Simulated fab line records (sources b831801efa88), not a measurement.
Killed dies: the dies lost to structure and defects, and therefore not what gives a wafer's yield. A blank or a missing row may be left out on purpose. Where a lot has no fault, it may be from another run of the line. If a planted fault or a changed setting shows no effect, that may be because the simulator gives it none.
A lot that was struck, set against a sound lot :: flow sky130 :: 17 steps out of a route of 708
Sound: these wafers, L823.2, L823.5, L823.6. The struck wafers were L833.2, L833.3, L833.6. The cause comes at the end.
For every step that has rows: the tool of each side, followed by ch and its chambers, followed by its first start. Under that, the readings that differ: sound wafers :: struck wafers :: difference of the means :: sigmas: that difference in standard deviations of wafers without a fault.
alike: readings whose means differ by less than 2 such deviations, and words and numbers that are the same on both sides. not compared: withheld readings, readings that some wafer has no value for, bounds like >300 that may hide the same value, and numbers for which the record gives no deviation and whose values overlap.
Wherever a step has rows on one side only, a row that says differs or no value, or a row with sigmas, the two part there. When numbers do not overlap yet have no deviation, they are printed without sigmas and do not part them. A reading missing from all wafers of one side parts the sides only when that side holds two or more wafers.

first, 5 steps without rows for these wafers: SKY_SD_N_COAT_02 (resist thk 1140 nm); SKY_SD_N_SOFTBAKE_03 (time 60 s); SKY_SD_N_EXPOSE_04 (exposes mask NSDM, target cd 380 nm); SKY_SD_N_PEB_05; SKY_SD_N_DEVELOP_06 (develop time 60 s).
SKY_SD_N_CD_MEAS_07 targets a cd of 380 nm.
  sound on cd_sem-01, day 29 09:34; struck on cd_sem-02, day 32 18:38
reading: cd_nm (nm)
sound: 382.4 381.2 383.5
struck: 374.4 377.3 376.9
difference: -6.2
sigmas: -2
SKY_SD_N_OVL_MEAS_08:
  sound on overlay-02, day 29 09:41; struck on overlay-01, day 32 18:44
  alike: SD_N_OVL
then, 2 steps without rows for these wafers: SKY_SD_N_IMPLANT_09; SKY_SD_N_IMPLANT_10.
SKY_SD_N_STRIP_11: strips in O2/N2.
  sound on plasma_asher-04 ch 0,1, day 29 10:01; struck on plasma_asher-01 ch 0,1, day 32 19:04
  alike: drypump_motor_current_A, oes_product_au, strip_time_to_endpoint_s
  not compared: rf_hours_counter_h
SKY_SD_N_TW_MEAS_12:
  sound on film_metro-01, day 29 10:07; struck on film_metro-02, day 32 19:11
  alike: SD_N_TW
then, 1 step without rows for these wafers: SKY_SD_N_CLEAN_13 (cleans in SC1/SC2, time 150 s).
SKY_SD_N_RTA_14: time 2 s.
  sound on rtp_anneal-01 ch 0, day 29 10:14; struck on rtp_anneal-01 ch 0, day 32 19:17
reading: lamp_power_pct (%)
sound: 15.73 15.75 15.79
struck: 15.43 15.38 15.37
difference: -0.36
sigmas: -8
  alike: chamber_o2_ppm, ramp_down_c_per_s, wafer_temp_C_max
SKY_SD_N_RS_MEAS_16: a four-point-probe measurement.
  sound on film_metro-01, day 29 10:25; struck on film_metro-01, day 32 19:28
reading: SD_N_RS (ohm/sq)
sound: 68.49 68.53 68.55
struck: 70.69 70.60 70.51
difference: +2.08
sigmas: +17
SKY_SD_N_RS_MEAS_17: a four-point-probe measurement.
  sound on film_metro-01, day 29 10:32; struck on film_metro-01, day 32 19:35
reading: SD_P_RS (ohm/sq)
sound: 146.8 146.7 146.8
struck: 157.5 157.3 157.6
difference: +10.7
sigmas: +27
SKY_SD_N_RS_MEAS_18: a four-point-probe measurement.
  sound on film_metro-01, day 29 10:39; struck on film_metro-01, day 32 19:43
  alike: RES_XHIGH_RS
-- a jump in the record: the struck wafers' starts before and after are 16 days apart (it breaks off in module SD_N and resumes in module PAD_OPEN, where the first step shown is number 708 of the route) --
SKY_PAD_OPEN_PROBE_99:
  sound on prober-02, day 46 20:43; struck on prober-02, day 49 07:35
reading: model.etest.res_xhigh_po.line_ohm_um
sound: 5888 5624 5961
struck: 6694 6423 6503
difference: +716
sigmas: 

reading: model.etest.res_xhigh_po.rs_ohm_sq
sound: 2057 1965 2101
struck: 2352 2260 2253
difference: +247
sigmas: 

reading: model.etest.pfet_01v8.r_on_ohm_um
sound: 2856 2807 2803
struck: 3088 3094 3062
difference: +259
sigmas: 

reading: model.etest.res_pdiff.line_ohm_um
sound: 1346 1347 1371
struck: 1466 1423 1497
difference: +107
sigmas: 

reading: model.etest.res_high_po.line_ohm_um
sound: 757 729.2 758.4
struck: 845 825 822.6
difference: +83
sigmas: 

reading: model.etest.licon_high_po.rc_ohm
sound: 342.2 346.9 359.8
struck: 422.3 415.1 405.6
difference: +64.7
sigmas: 

reading: model.etest.res_high_po.rs_ohm_sq
sound: 265.1 257.4 266
struck: 295.9 288.9 287.1
difference: +27.8
sigmas: 

reading: model.etest.res_pdiff_hv.rs_ohm_sq
sound: 187.8 186.8 188
struck: 207.3 206.5 206.4
difference: +19.2
sigmas: 
  alike: killed_at_M0_to_M3, killed_at_M4_up, killed_at_contacts, killed_at_front_end, killed_at_other, killed_dies, killed_on_rim, killed_open, killed_short

## WHERE THEY PART
Last at SKY_SD_N_RS_MEAS_17 as far as this record goes, first at SKY_SD_N_CD_MEAS_07. Later steps at which nothing parts them and some readings are alike: SKY_SD_N_RS_MEAS_18, SKY_PAD_OPEN_PROBE_99.

WHY: the cause the simulator had injected
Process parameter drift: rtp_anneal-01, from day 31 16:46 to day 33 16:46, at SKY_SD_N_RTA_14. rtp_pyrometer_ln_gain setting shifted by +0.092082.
